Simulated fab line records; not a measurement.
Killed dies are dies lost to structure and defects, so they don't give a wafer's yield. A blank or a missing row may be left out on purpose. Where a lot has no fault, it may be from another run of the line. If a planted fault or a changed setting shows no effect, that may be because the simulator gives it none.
Code-filled problem report in 8D (eight disciplines) form | flow sky130 | the parts of the form that need people (team, actions taken, sign-off) are left out

1. THE ISSUE
Wafers free of any fault read 457 (standard deviation 3.4) for LDD_HVP_TW at SKY_LDD_HVP_TW_MEAS_10, against a mean of 673 on 6 wafers of 2 lots. That puts it +63 standard deviations away from the usual mean.
First observed at day 25 00:43: wafer L259.1, on film-metro-02. The record has a number at this step for 36 wafers belonging to 12 lots. By rule, "out" or "out of limits" means more than 4 standard deviations away from the usual mean. All remaining wafers that have a number are taken as sound.

2. WHAT IT IS AND WHAT IT IS NOT
question                    | is                     | is not
which readings at this step | LDD_HVP_TW             | -
which lots                  | L259, L261             | L250, L262, L265, L267, L268, L269, L270, L271, L272, L273
which wafers of those lots  | all that have a number | -
read on which gauges        | film-metro-02          | film-metro-01, film-metro-04
when                        | from day 25 00:43      | up to then (3 sound wafers); but 27 sound wafers of L262, L265, L267, L268, L269, L270, L271, L272, L273 came after

3. SUSPECTS, AND WHAT RULES EACH OUT
Counting: a tool at any process step up to the reading remains a suspect when it ran all the lots that are out and ran no sound lot after the first of those.
- the gauge at SKY_LDD_HVP_TW_MEAS_10 is ruled out. All the wafers that are out were read on film-metro-02, but those of them that SKY_LDD_HVP_IMPLANT_08 has rows for are out there too, on other tools.
- implanter-02 at SKY_LDD_HVP_IMPLANT_08: ruled out as a lasting fault. The sound lots L268, L269, L271, L272 went through it after L259, its earliest lot that is out (day 25 00:28).
- plasma-asher-01 at SKY_LDD_HVP_STRIP_09 (strips in O2/N2): ruled out as a lasting fault. The sound lots L262, L267, L269, L272 went through it after L259, its earliest lot that is out (day 25 00:37).
Left after counting: nothing in the record.

4. THE CAUSE (what the simulator had put in)
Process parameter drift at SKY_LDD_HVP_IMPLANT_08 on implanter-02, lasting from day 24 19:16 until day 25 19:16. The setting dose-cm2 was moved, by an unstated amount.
It was ruled out by counting, in error; the rule expects a fault to strike all lots run on its tool from its start on, and this fault did not.

5. THE EFFECT CHAIN, in route order
Each row: a reading whose mean over the struck wafers that have a number lies more than 3 standard deviations from the usual. Only readings for which the record gives a usual standard deviation are gone through. hours: the time from each lot's start at the first step in this table that gives one to its start at this step, as a median over the lots. sigmas: the change in usual standard deviations.
hours | step                   | reading            | usual   | on struck wafers | change   | sigmas
0     | SKY_LDD_HVP_IMPLANT_08 | dose-ions-cm2      | 1.7e+13 | 6.0e+13          | +4.3e+13 | +99 or more
0     | SKY_LDD_HVP_IMPLANT_08 | faraday-current-uA | 95.8    | 333.9            | +238.1   | +99 or more
0     | SKY_LDD_HVP_TW_MEAS_10 | LDD_HVP_TW         | 457     | 673              | +216     | +63
The process steps in it:
- SKY_LDD_HVP_IMPLANT_08

6. HOW IT WOULD HAVE BEEN CAUGHT EARLIER
Counted from the fault's start at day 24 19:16, it took 5 hours until the first out-of-limits reading at a measuring or inspecting step in this record, taken at day 25 00:43.
At SKY_LDD_HVP_IMPLANT_08, the tool's own readings (dose-ions-cm2, faraday-current-uA) were out on each struck wafer the step has a row for, so an alarm limit on them would have fired on the first such wafer.
